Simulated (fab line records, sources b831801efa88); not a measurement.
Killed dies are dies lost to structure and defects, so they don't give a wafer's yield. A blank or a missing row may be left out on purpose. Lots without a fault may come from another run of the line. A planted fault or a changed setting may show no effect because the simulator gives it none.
Chamber matching | flow gf180mcu | GF_V5_CMP_26 on cmp-02: 4 sister chambers
The step polishes, stops on SiO2, t overpolish 15 s, target thk 0 nm. 33 wafers are shown with their chamber, then 12 later ones without.

WAFERS WITH THEIR CHAMBER
wafer  | chamber | time_to_endpoint_s (s) | motor_current_A (A) | overpolish_run_s (s)
L077.2 | 0       | 77                     | 12.4                | 14.993
L077.3 | 3       | 90                     | 12.1                | 14.999
L077.5 | 1       | 80                     | 11.5                | 14.994
L078.1 | 0       | 74                     | 12.2                | 14.998
L078.2 | 3       | 91                     | 11.4                | 14.988
L078.4 | 2       | 72                     | 10.5                | 15.004
L081.2 | 2       | 77                     | 11.2                | 15.009
L081.5 | 0       | 75                     | 11.2                | 15.003
L081.6 | 1       | 89                     | 11.5                | 15.007
L082.2 | 0       | 81                     | 12.0                | 15.007
L082.4 | 1       | 86                     | 10.8                | 15.003
L082.5 | 3       | 92                     | 11.6                | 15.010
L075.1 | 1       | 86                     | 11.1                | 15.001
L075.2 | 3       | 95                     | 12.1                | 14.999
L075.6 | 1       | 91                     | 11.5                | 14.996
L085.1 | 1       | 88                     | 11.7                | 14.992
L085.3 | 0       | 84                     | 12.6                | 15.005
L085.6 | 3       | 95                     | 11.8                | 14.997
L086.3 | 0       | 80                     | 11.6                | 14.994
L086.5 | 3       | 95                     | 10.9                | 15.000
L086.6 | 2       | 74                     | 10.6                | 14.988
L087.1 | 2       | 73                     | 9.4                 | 15.003
L087.4 | 3       | 88                     | 12.0                | 14.990
L087.6 | 2       | 71                     | 10.2                | 14.994
L090.1 | 1       | 88                     | 11.4                | 14.994
L090.4 | 2       | 76                     | 10.2                | 14.987
L090.5 | 0       | 78                     | 11.9                | 14.995
L091.2 | 2       | 71                     | 10.3                | 14.996
L091.3 | 0       | 77                     | 12.1                | 14.994
L091.6 | 3       | 93                     | 11.8                | 14.998
L089.1 | 0       | 74                     | 12.1                | 15.017
L089.3 | 3       | 86                     | 11.9                | 14.995
L089.4 | 2       | 71                     | 10.7                | 15.005

SIGNATURES (means of the wafers above)
reading            | chamber 0 | chamber 1 | chamber 2 | chamber 3 | scatter within a chamber
time_to_endpoint_s | 77.78     | 86.86     | 73.12     | 91.67     | 3.15
motor_current_A    | 12.011    | 11.357    | 10.387    | 11.733    | 0.416
overpolish_run_s   | 15.00067  | 14.99814  | 14.99825  | 14.99733  | 0.00718
Rule: a wafer's distance from a chamber is the root of the sum, over the readings, of the square of ((its reading less the chamber's mean) divided by the reading's scatter). The wafer belongs to the nearest chamber; if the next one is less than 2 further off, it can't be placed. The scatter: the root of (the sum of the squares of (reading less its chamber's mean) over the shown wafers, divided by (wafers less chambers)).

WAFERS WITHOUT THEIR CHAMBER
wafer  | time_to_endpoint_s (s) | motor_current_A (A) | overpolish_run_s (s)
L092.1 | 73                     | 12.3                | 14.996
L092.2 | 87                     | 11.4                | 14.996
L092.3 | 86                     | 11.4                | 14.990
L093.1 | 92                     | 11.1                | 15.011
L093.3 | 78                     | 11.9                | 15.012
L093.6 | 93                     | 11.9                | 14.987
L094.1 | 87                     | 12.2                | 15.016
L094.4 | 72                     | 11.8                | 15.005
L094.5 | 83                     | 12.1                | 14.990
L095.1 | 83                     | 11.1                | 14.991
L095.3 | 75                     | 12.2                | 15.014
L095.4 | 71                     | 10.3                | 14.990

WHICH CHAMBER EACH WENT THROUGH
wafer  | from the rows above          | in truth
L092.1 | 0                            | 0
L092.2 | can't be placed: 1 or 3      | 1
L092.3 | can't be placed: 1 or 3      | 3
L093.1 | can't be placed: 3 or 1      | 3
L093.3 | 0                            | 0
L093.6 | can't be placed: 3 or 1      | 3
L094.1 | can't be placed: 3 or 1 or 0 | 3
L094.4 | can't be placed: 0 or 2      | 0
L094.5 | can't be placed: 0 or 1 or 3 | 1
L095.1 | can't be placed: 1 or 0 or 3 | 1
L095.3 | 0                            | 0
L095.4 | 2                            | 2
Placed correctly: 4 of 12. Can't be placed from these rows: 8 (the true chamber is among the candidates in 8). Placed wrongly: 0.
